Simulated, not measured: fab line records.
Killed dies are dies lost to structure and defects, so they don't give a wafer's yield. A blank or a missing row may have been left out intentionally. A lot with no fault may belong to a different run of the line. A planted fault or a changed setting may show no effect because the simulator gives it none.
The same fault as seen by 2 desks | flow gf180mcu | numbers are kept per desk, each desk with only its own; the story behind them comes last

## AT THE METROLOGY DESK
What the gauges read for every lot (on any tool): the sampled wafers with a number, averaged. Any lot whose mean is over 4 standard deviations away from the usual mean is out of limits and marked OUT; that distance is given in the brackets.
Columns: A = STI_OXIDATION_02_THK at GF_STI_THK_MEAS_30, usual 9.85 nm; B = DUAL_GATE_OXIDATION_00_THK at GF_DUAL_GATE_THK_MEAS_03, usual 11.09 nm; C = HV_LDD_01_OVL at GF_HV_LDD_OVL_MEAS_20, usual 0.2 nm; D = cd-nm at GF_PSD_CD_MEAS_07, usual 399.7 nm
lot  | first seen here | A                | B     | C    | D
L290 | day 2 06:14     | 9.89             | 11.02 | -0.5 | 396.6
L292 | day 2 18:20     | 9.53             | 10.86 | -0.7 | 398.1
L293 | day 2 23:22     | 10.06            | 10.93 | 0.0  | 397.9
L294 | day 3 04:45     | 9.98             | 10.83 | 0.0  | 398.9
L296 | day 3 15:10     | 9.92             | 11.00 | -1.8 | 397.5
L297 | day 3 19:44     | 9.63             | 11.22 | 0.1  | 397.8
L303 | day 5 00:58     | 11.21 (+7.5) OUT | 11.22 | 0.0  | 403.8
L304 | day 5 05:31     | 11.35 (+8.3) OUT | 11.17 | 2.5  | 397.6
L305 | day 5 11:55     | 11.27 (+7.9) OUT | 10.97 | 1.6  | 398.8
L306 | day 5 15:37     | 9.90             | 11.15 | -1.2 | 399.6
L309 | day 6 10:20     | 9.94             | 11.15 | 1.6  | 398.4
L311 | day 6 18:43     | 9.96             | 11.09 | 2.6  | 403.8
L312 | day 6 23:05     | 9.85             | 11.21 | 1.3  | 400.5
L313 | day 7 07:28     | 9.86             | 11.14 | 0.1  | 398.4
This desk's finding: out of limits on L303, L304, L305; first on L303, day 5 00:58 (STI_OXIDATION_02_THK at GF_STI_THK_MEAS_30). L290, L292, L293, L294, L296, L297, L306, L309, L311, L312, L313 stayed within limits.

## FOR THE TOOL OWNER'S DESK: furnace-01
The tool's own readings at GF_STI_OXIDATION_29 (stabilise 600 s, purge 300 s, target thk 10 nm): means of the sampled wafers that have a number, for each lot that ran on this tool. Any lot whose mean is over 4 standard deviations away from the usual mean is out of limits and marked OUT; that distance is given in the brackets.
Columns: A = spike-tc-centre-C at GF_STI_OXIDATION_29, usual 899.6 C; B = zone-power-upper-pct at GF_STI_OXIDATION_29, usual 16.7 %
lot  | first seen here | A     | B
L293 | day 2 21:58     | 900.8 | 16.3
L294 | day 3 03:20     | 900.1 | 16.1
L297 | day 3 18:20     | 901.5 | 15.9
L303 | day 4 23:34     | 898.8 | 16.2
L304 | day 5 04:07     | 899.9 | 15.9
L305 | day 5 10:31     | 899.7 | 16.1
This desk's verdict: no lot among the 6 shows anything out of limits.

## BROUGHT TOGETHER
L303, L304, L305 would have let the metrology desk raise an alarm at day 5 00:58.
The desk of the tool owner found nothing out of limits.
Tool owner's desk: L303, L304, L305 on record, inside its limits.
On furnace-01, each named lot ran GF_STI_OXIDATION_29.

## WHAT THE SIMULATOR HAD INSERTED
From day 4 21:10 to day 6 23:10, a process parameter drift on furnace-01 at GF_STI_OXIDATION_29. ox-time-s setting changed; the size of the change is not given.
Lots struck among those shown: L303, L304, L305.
Delay in hours, fault start to first out-of-limits reading, per desk: metrology desk 4.
